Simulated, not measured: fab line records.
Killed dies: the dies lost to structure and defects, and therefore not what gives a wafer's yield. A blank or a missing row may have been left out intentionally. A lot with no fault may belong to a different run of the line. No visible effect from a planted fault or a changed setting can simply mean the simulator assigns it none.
Chamber matching	flow sfq-line	cmp-01 running SFQ_TRILAYER_I1_CMP_CMP_046: 4 sister chambers
The step polishes SiO2. 14 wafers are shown with their chamber, then 7 later ones without.

WAFERS WITH THEIR CHAMBER
wafer	chamber	motor-current-A (A)	time-to-endpoint-s (s)
L933.1	0	11.2	217
L933.5	2	10.2	217
L933.6	3	9.4	215
L936.1	0	11.0	218
L936.3	1	9.4	213
L936.4	2	9.9	210
L938.1	0	11.5	219
L938.3	1	9.7	205
L938.2	3	9.3	206
L940.2	2	10.9	207
L940.3	3	9.6	203
L940.5	3	9.2	210
L944.2	1	9.7	208
L944.3	3	9.0	202

SIGNATURES (means of the wafers above)
reading	chamber 0	chamber 1	chamber 2	chamber 3	scatter within a chamber
motor-current-A	11.233	9.600	10.333	9.300	0.302
time-to-endpoint-s	218.00	208.67	211.33	207.20	4.5
Rule: for a wafer and a chamber, the distance is found by dividing, reading by reading, the gap between the wafer's reading and the chamber's mean by the reading's scatter, squaring, summing and taking the root. The wafer belongs to the nearest chamber; if the next one is less than 2 further off, it can't be placed. The scatter: the root of (the sum of the squares of (reading less its chamber's mean) over the shown wafers, divided by (wafers less chambers)).

WAFERS MISSING THEIR CHAMBER
wafer	motor-current-A (A)	time-to-endpoint-s (s)
L944.4	11.3	229
L945.2	9.5	193
L945.5	9.2	202
L945.6	10.9	201
L950.4	9.2	219
L950.5	11.1	183
L950.6	9.7	220

EACH ONE'S CHAMBER
wafer	from the rows above	in truth
L944.4	0	0
L945.2	can't be placed: 3 or 1 or 2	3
L945.5	can't be placed: 3 or 1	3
L945.6	can't be placed: 2 or 0 or 1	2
L950.4	can't be placed: 3 or 1 or 2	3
L950.5	can't be placed: 2 or 1 or 0 or 3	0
L950.6	can't be placed: 1 or 2 or 3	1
1 of 7 placed correctly. Cannot be placed on the basis of these rows: 6; the candidates contain the true chamber in 6. Wrongly placed: 0.
